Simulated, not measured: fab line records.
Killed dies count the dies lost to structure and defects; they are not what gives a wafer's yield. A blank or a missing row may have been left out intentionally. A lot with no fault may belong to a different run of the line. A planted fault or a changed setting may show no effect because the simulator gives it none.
fab line records -- flow sky130
record: lots: 6, wafers: 18, last_day: 50
route steps=708 shown NWELL@76 PWDE@84 VT_ADJUST_HVTP@85 PAD_OPEN@708
lots that met no fault: taken from a fault-free run of the same line
start_h: hours from the record's opening day to when the first of the lot's shown wafers began -- wait_h: hours elapsed since this lot's preceding step -- " repeats the value in the row above -- L1.1+2: a single row standing in for several wafers -- - no value, or no start was given -- * or withheld: withheld -- < > ~ a bound
route shown NAME@n: NAME is a module with steps in the file, n the number in the route of the first one -- usual: mean and standard deviation over wafers with no fault -- same: alike in all rows -- chamber/n: place in a boat -- sites: the reading at each site -- _std_site: the values' standard deviation -- _edge_site: outer sites' mean less inner sites' -- radius_mm: how far each site lies from the wafer's centre -- mask NAME#n: copy n -- behind: the tool/chamber that last shaped the wafer -- hold: cause of the lot's hold/its duration in hours/its outcome -- device: which transistor (n, p or np) failed to switch -- end of line: the route-end tests of the same wafers -- a step given without rows: its recipe and nothing more -- killed: at the first sort, the dies lost to defects and structure; wafer yield is something else -- map: the dies of a wafer, with x for killed, . for not killed, _ for no die there
set.NAME: the run value of the setting; set.NAME@STEP: its run value at that earlier step -- model.NAME: the simulator's own value behind a step, which no gauge read
lots at some steps of the route; a table a step, a row a wafer
services: from which hour (start_h, from the record's first day; less than 0 if before it) a tool's chamber was out of use, for how many hours, and why
== steps ==
step: SKY_NWELL_OVL_MEAS_23
usual: NWELL_01_OVL: 0.2/1.6
lot.wafer,tool,chamber,start_h,wait_h,NWELL_01_OVL[nm]
L605.1,overlay-02,-,131.17,-,1.1
L605.2,overlay-02,-,131.17,-,-0.4
L605.3,overlay-02,-,131.17,-,0.7
L607.2,overlay-02,-,143.34,-,0.8
L607.4,overlay-02,-,143.34,-,-0.7
L607.5,overlay-02,-,143.34,-,-0.5
L612.3,overlay-01,-,170.83,-,3.8
L612.4,overlay-01,-,170.83,-,2.9
L612.6,overlay-01,-,170.83,-,2.5
L614.1,overlay-01,-,181.57,-,-1.7
L614.5,overlay-01,-,181.57,-,-2.2
L614.6,overlay-01,-,181.57,-,-2.6
L615.2,overlay-01,-,188.14,-,0.0
L615.4,overlay-01,-,188.14,-,0.2
L615.5,overlay-01,-,188.14,-,-0.8
L622.3,overlay-01,-,241.29,-,-0.9
L622.4,overlay-01,-,241.29,-,-0.9
L622.6,overlay-01,-,241.29,-,-0.7
step: SKY_NWELL_IMPLANT_24
recipe: species: B, energy_kev: 140, dose_cm2: 9.2e+12, tilt_deg: withheld
step: SKY_NWELL_STRIP_25
recipe: chemistry: O2/N2, power_w: 1400, pressure_mtorr: 1500, platen_temp_c: withheld, o2_flow_sccm: 3000, n2_flow_sccm: 300, overash_fraction: 0.5
usual: drypump_motor_current_A: 5.70/0.28, oes_product_au: 0.723/0.0047, strip_time_to_endpoint_s: 36.90/0.1
lot.wafer,tool,chamber,start_h,wait_h,drypump_motor_current_A,oes_product_au,rf_hours_counter_h,strip_time_to_endpoint_s
L605.1,plasma_asher-03,0,131.36,0.1,5.44,0.721,32,36.67
L605.2,plasma_asher-03,1,131.36,0.1,5.95,0.721,32,36.79
L605.3,plasma_asher-03,0,131.36,0.1,5.44,0.721,-,36.74
L607.2,plasma_asher-03,1,143.52,0.1,5.98,0.726,33,37.01
L607.4,plasma_asher-03,0,143.52,0.1,5.48,0.723,-,36.96
L607.5,plasma_asher-03,0,143.52,0.1,5.46,0.716,-,36.94
L612.3,plasma_asher-01,1,171.04,0.1,6.09,0.713,-,36.79
L612.4,plasma_asher-01,0,171.04,0.1,5.48,0.719,-,36.90
L612.6,plasma_asher-01,0,171.04,0.1,5.51,0.725,-,36.77
L614.1,plasma_asher-04,1,181.76,0.1,5.32,0.721,48,36.89
L614.5,plasma_asher-04,0,181.76,0.1,5.63,0.734,-,36.77
L614.6,plasma_asher-04,1,181.76,0.1,5.30,0.717,-,36.79
L615.2,plasma_asher-03,1,188.32,0.1,5.98,0.717,37,37.03
L615.4,plasma_asher-03,1,188.32,0.1,5.95,0.718,-,37.03
L615.5,plasma_asher-03,0,188.32,0.1,5.45,0.730,-,36.93
L622.3,plasma_asher-04,0,241.50,0.1,5.63,0.722,-,36.90
L622.4,plasma_asher-04,1,241.50,0.1,5.37,0.722,-,36.98
L622.6,plasma_asher-04,1,241.50,0.1,5.38,0.719,-,36.90
step: SKY_NWELL_TW_MEAS_26
usual: NWELL_2_TW: 497.8/2.3
lot.wafer,tool,chamber,start_h,wait_h,NWELL_2_TW
L605.1,film_metro-04,-,131.46,0.1,497.3
L605.2,film_metro-04,-,131.46,0.1,495.7
L605.3,film_metro-04,-,131.46,0.1,499.0
L607.2,film_metro-04,-,143.63,0.1,495.6
L607.4,film_metro-04,-,143.63,0.1,497.7
L607.5,film_metro-04,-,143.63,0.1,495.5
L612.3,film_metro-01,-,171.13,0.1,496.5
L612.4,film_metro-01,-,171.13,0.1,497.4
L612.6,film_metro-01,-,171.13,0.1,497.7
L614.1,film_metro-02,-,181.86,0.1,502.3
L614.5,film_metro-02,-,181.86,0.1,503.3
L614.6,film_metro-02,-,181.86,0.1,501.5
L615.2,film_metro-02,-,188.43,0.1,502.8
L615.4,film_metro-02,-,188.43,0.1,504.1
L615.5,film_metro-02,-,188.43,0.1,503.2
L622.3,film_metro-02,-,241.59,0.1,497.8
L622.4,film_metro-02,-,241.59,0.1,498.3
L622.6,film_metro-02,-,241.59,0.1,497.5
step: SKY_NWELL_CLEAN_27
recipe: chemistry: SC1/SC2, mix: 1:4:20, temp_c: 70, time_s: 150, dry: n2_spin
step: SKY_NWELL_RTA_28
recipe: temp_c: 1050, time_s: 30, idle_temp_c: 650, ramp_up_c_per_s: 150, ramp_down_c_per_s: 90, ambient: N2
usual: lamp_power_pct: 25.30/0.056, wafer_temp_C_max: 1054.9/1.1
same: time_s: 30
lot.wafer,tool,chamber,start_h,wait_h,lamp_power_pct,wafer_temp_C_max
L605.1,rtp_anneal-02,0,131.57,0.0,25.32,1054.9
L605.2,rtp_anneal-02,0,131.57,0.0,25.22,1055.0
L605.3,rtp_anneal-02,0,131.57,0.0,25.33,1053.7
L607.2,rtp_anneal-02,0,143.74,0.0,25.31,1054.1
L607.4,rtp_anneal-02,0,143.74,0.0,25.38,1054.3
L607.5,rtp_anneal-02,0,143.74,0.0,25.42,1055.9
L612.3,rtp_anneal-02,0,171.26,0.0,25.26,1056.6
L612.4,rtp_anneal-02,0,171.26,0.0,25.24,1058.1
L612.6,rtp_anneal-02,0,171.26,0.0,25.24,1056.3
L614.1,rtp_anneal-01,0,181.97,0.0,25.30,1053.2
L614.5,rtp_anneal-01,0,181.97,0.0,25.39,1056.1
L614.6,rtp_anneal-01,0,181.97,0.0,25.27,1055.0
L615.2,rtp_anneal-01,0,188.57,0.0,25.27,1055.6
L615.4,rtp_anneal-01,0,188.57,0.0,25.31,1053.8
L615.5,rtp_anneal-01,0,188.57,0.0,25.29,1053.8
L622.3,rtp_anneal-01,0,241.71,0.0,25.33,1053.4
L622.4,rtp_anneal-01,0,241.71,0.0,25.35,1054.6
L622.6,rtp_anneal-01,0,241.71,0.0,25.25,1054.3
step: SKY_NWELL_RS_MEAS_29
recipe: thk_meas_gauge: four-point-probe
usual: NWELL_RS: 624.3/1.6
lot.wafer,tool,chamber,start_h,wait_h,NWELL_RS[ohm/sq]
L605.1,film_metro-01,-,131.67,0.1,623.3
L605.2,film_metro-01,-,131.67,0.1,623.2
L605.3,film_metro-01,-,131.67,0.1,622.0
L607.2,film_metro-02,-,143.85,0.1,622.7
L607.4,film_metro-02,-,143.85,0.1,622.9
L607.5,film_metro-02,-,143.85,0.1,621.3
L612.3,film_metro-01,-,171.36,0.1,621.6
L612.4,film_metro-01,-,171.36,0.1,622.3
L612.6,film_metro-01,-,171.36,0.1,623.9
L614.1,film_metro-04,-,182.17,0.2,624.6
L614.5,film_metro-04,-,182.17,0.2,624.9
L614.6,film_metro-04,-,182.17,0.2,625.1
L615.2,film_metro-04,-,188.75,0.2,623.0
L615.4,film_metro-04,-,188.75,0.2,624.3
L615.5,film_metro-04,-,188.75,0.2,624.4
L622.3,film_metro-04,-,241.82,0.1,627.2
L622.4,film_metro-04,-,241.82,0.1,626.5
L622.6,film_metro-04,-,241.82,0.1,628.3
step: SKY_NWELL_RS_MEAS_31
recipe: thk_meas_gauge: four-point-probe
usual: PWDE_RS: 5276/15
lot.wafer,tool,chamber,start_h,wait_h,PWDE_RS[ohm/sq]
L605.1,film_metro-01,-,131.91,0.1,5276
L605.2,film_metro-01,-,131.91,0.1,5267
L605.3,film_metro-01,-,131.91,0.1,5278
L607.2,film_metro-02,-,144.09,0.1,5254
L607.4,film_metro-02,-,144.09,0.1,5266
L607.5,film_metro-02,-,144.09,0.1,5262
L612.3,film_metro-01,-,171.60,0.1,5294
L612.4,film_metro-01,-,171.60,0.1,5281
L612.6,film_metro-01,-,171.60,0.1,5275
L614.1,film_metro-04,-,182.41,0.1,5289
L614.5,film_metro-04,-,182.41,0.1,5279
L614.6,film_metro-04,-,182.41,0.1,5283
L615.2,film_metro-04,-,188.99,0.1,5291
L615.4,film_metro-04,-,188.99,0.1,5279
L615.5,film_metro-04,-,188.99,0.1,5289
L622.3,film_metro-04,-,242.06,0.1,5276
L622.4,film_metro-04,-,242.06,0.1,5275
L622.6,film_metro-04,-,242.06,0.1,5274
step: SKY_VT_ADJUST_HVTP_DEHYDRATE_00
recipe: temp_c: 200, time_s: 60
step: SKY_VT_ADJUST_HVTP_HMDS_01
recipe: prime_time_s: 60, prime_temp_c: 120
step: SKY_VT_ADJUST_HVTP_COAT_02
recipe: resist: NOVOLAK, spin_rpm: 3000, resist_thk_nm: 1140
step: SKY_VT_ADJUST_HVTP_SOFTBAKE_03
recipe: temp_c: 90, time_s: 60, resist: NOVOLAK
usual: resist_line_temp_C: 22.96/0.1, run_length_s: 89.2/0.32
lot.wafer,tool,chamber,start_h,wait_h,resist_line_temp_C,run_length_s
L605.1,litho_track-04,0,141.52,0.1,22.95,89.5
L605.2,litho_track-04,0,141.52,0.1,22.96,89.7
L605.3,litho_track-04,0,141.52,0.1,23.00,89.8
L607.2,litho_track-02,0,153.56,0.1,23.12,88.9
L607.4,litho_track-02,0,153.56,0.1,23.01,89.0
L607.5,litho_track-02,0,153.56,0.1,22.99,89.0
L612.3,litho_track-04,0,182.97,0.1,23.01,99.6
L612.4,litho_track-04,0,182.97,0.1,22.91,99.8
L612.6,litho_track-04,0,182.97,0.1,22.99,99.6
L614.1,litho_track-02,0,193.28,0.1,22.97,89.0
L614.5,litho_track-02,0,193.28,0.1,22.81,89.0
L614.6,litho_track-02,0,193.28,0.1,22.93,88.9
L615.2,litho_track-04,0,200.20,0.1,22.94,99.6
L615.4,litho_track-04,0,200.20,0.1,23.02,99.7
L615.5,litho_track-04,0,200.20,0.1,22.94,99.7
L622.3,litho_track-01,0,254.11,0.1,22.99,89.4
L622.4,litho_track-01,0,254.11,0.1,22.91,89.5
L622.6,litho_track-01,0,254.11,0.1,23.11,89.4
step: SKY_VT_ADJUST_HVTP_EXPOSE_04
recipe: mask_id: HVTPM, na: 0.6, source_shape: conventional, sigma_outer: 0.6, polarization: unpolarized, target_cd_nm: 380, dose_mj: 140
step: SKY_PAD_OPEN_PROBE_99
usual: killed_at_M0_to_M3: 44/6.9, killed_at_M4_up: 3.1/1.7, killed_at_contacts: 25/5.6, killed_at_front_end: 14/4.3, killed_at_other: 0.3/0.51, killed_dies: 86/9.8, killed_open: 47/6.5, killed_short: 39/6.6
same: gross_dies: 492, killed_at_back_side: 0
lot.wafer,tool,chamber,start_h,wait_h,killed_at_M0_to_M3,killed_at_M4_up,killed_at_contacts,killed_at_front_end,killed_at_other,killed_dies,killed_open,killed_short
L607.2,prober-02,-,1128.69,0.1,53,5,27,13,0,98,55,43
L607.4,prober-02,-,1128.79,0.2,55,4,22,12,0,93,46,47
L607.5,prober-02,-,1128.84,0.2,45,4,26,14,0,89,50,39
L612.3,prober-01,-,1156.84,0.2,44,3,18,24,0,89,55,34
L612.4,prober-01,-,1156.89,0.2,46,6,28,17,0,97,54,43
L612.6,prober-01,-,1156.99,0.2,44,4,19,9,0,76,42,34
L615.2,prober-02,-,1172.92,0.1,45,1,21,12,0,79,36,43
L615.4,prober-02,-,1173.02,0.2,40,5,27,12,0,84,45,39
L615.5,prober-02,-,1173.07,0.2,41,2,23,15,0,81,47,34
L622.3,prober-01,-,1205.95,0.2,41,4,26,13,0,84,45,39
L622.4,prober-01,-,1206.00,0.2,39,4,20,19,0,82,43,39
L622.6,prober-01,-,1206.10,0.2,38,2,22,19,0,81,36,45
killed by level:class
L607.2 VIA1:geometric_particle:open=18 CONTACT:geometric_particle:open=13 METAL1:geometric_particle:short=9 CONTACT:geometric_particle:short=8 METAL2:geometric_particle:short=6 VIA2:geometric_particle:open=6 VIA3:geometric_particle:open=4 METAL4:geometric_particle:short=4
L607.4 VIA1:geometric_particle:open=16 METAL1:geometric_particle:short=7 VIA2:geometric_particle:short=6 FIELD_ISO:geometric_particle:short=5 LI_CONTACT:geometric_particle:short=5 METAL1:geometric_particle:open=4 LOCAL_INTERCONNECT:geometric_particle:short=4 CONTACT:geometric_particle:short=4
L607.5 CONTACT:geometric_particle:open=9 LI_CONTACT:geometric_particle:open=8 VIA2:geometric_particle:open=8 VIA1:geometric_particle:open=6 METAL2:geometric_particle:short=6 POLY_GATE:geometric_particle:short=5 CONTACT:geometric_particle:short=5 METAL3:geometric_particle:short=5
L612.3 VIA1:geometric_particle:open=13 POLY_GATE:geometric_particle:open=9 CONTACT:geometric_particle:open=8 VIA3:geometric_particle:open=7 VIA2:geometric_particle:open=6 POLY_GATE:geometric_particle:short=5 FIELD_ISO:geometric_particle:open=4 LI_CONTACT:geometric_particle:open=4
L612.4 VIA1:geometric_particle:open=13 CONTACT:geometric_particle:short=9 VIA2:geometric_particle:open=9 LI_CONTACT:geometric_particle:open=8 CONTACT:geometric_particle:open=7 FIELD_ISO:geometric_particle:short=6 METAL1:geometric_particle:short=6 FIELD_ISO:geometric_particle:open=5
L612.6 VIA1:geometric_particle:open=12 CONTACT:geometric_particle:open=8 CONTACT:geometric_particle:short=6 VIA1:geometric_particle:short=6 METAL1:geometric_particle:short=5 METAL1:geometric_particle:open=5 FIELD_ISO:geometric_particle:open=4 VIA3:geometric_particle:open=4
L615.2 LI_CONTACT:geometric_particle:open=10 METAL2:geometric_particle:short=9 VIA1:geometric_particle:open=8 POLY_GATE:geometric_particle:short=7 METAL1:geometric_particle:short=6 CONTACT:geometric_particle:open=5 VIA3:geometric_particle:open=5 VIA2:geometric_particle:open=4
L615.4 VIA1:geometric_particle:open=14 CONTACT:geometric_particle:open=10 LI_CONTACT:geometric_particle:open=7 POLY_GATE:geometric_particle:open=4 LOCAL_INTERCONNECT:geometric_particle:short=4 CONTACT:geometric_particle:short=4 VIA1:geometric_particle:short=4 VIA2:geometric_particle:short=4
L615.5 VIA1:geometric_particle:open=11 LI_CONTACT:geometric_particle:open=9 CONTACT:geometric_particle:open=9 VIA2:geometric_particle:open=8 METAL1:geometric_particle:short=6 FIELD_ISO:geometric_particle:open=5 VIA1:geometric_particle:short=5 POLY_GATE:geometric_particle:short=4
L622.3 VIA2:geometric_particle:open=10 LI_CONTACT:geometric_particle:open=7 CONTACT:geometric_particle:short=7 VIA3:geometric_particle:open=7 VIA1:geometric_particle:open=6 LOCAL_INTERCONNECT:geometric_particle:short=6 CONTACT:geometric_particle:open=6 POLY_GATE:geometric_particle:short=5
L622.4 VIA1:geometric_particle:open=9 CONTACT:geometric_particle:open=8 LI_CONTACT:geometric_particle:open=6 POLY_GATE:geometric_particle:short=5 METAL2:geometric_particle:short=5 LOCAL_INTERCONNECT:geometric_particle:short=4 METAL1:geometric_particle:short=4 VIA1:geometric_particle:short=4
L622.6 METAL1:geometric_particle:short=9 VIA2:geometric_particle:open=8 POLY_GATE:geometric_particle:short=7 LI_CONTACT:geometric_particle:open=7 VIA1:geometric_particle:open=7 LOCAL_INTERCONNECT:geometric_particle:short=6 FIELD_ISO:geometric_particle:short=5 METAL3:geometric_particle:short=5
== services ==
tool,chamber,start_h,hours,kind
rtp_anneal-01,-,160.93,6.4,pm
plasma_asher-04,-,219.03,6.2,repair
plasma_asher-04,-,220.98,1.5,repair
plasma_asher-01,-,237.65,0.3,repair
== key ==
first_sign: step: SKY_VT_ADJUST_HVTP_SOFTBAKE_03, reading: run_length_s, direction: up, sigmas: 33, usual: *, struck: *
effect none on later readings
met_at SKY_VT_ADJUST_HVTP_SOFTBAKE_03
struck_wafers L612.3,L612.4,L612.6,L615.2,L615.4,L615.5
tester_left_out L612,L615
onset_between 141.52 182.97
fault: kind: process_parameter_drift, tool: litho_track-04, chamber: -, onset_h: 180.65, steps: SKY_VT_ADJUST_HVTP_SOFTBAKE_03, channel: time_s, offset: *, shape: step, end_h: 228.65, acts_in: *, stated: *
tester_left_out: of these lots the tester's yield and bins aren't shown, on N5 and GAA mostly nor the transistor test; their killed dies are dies lost to structure and defects alone, not to doping, threshold or leakage, so they don't give the yield
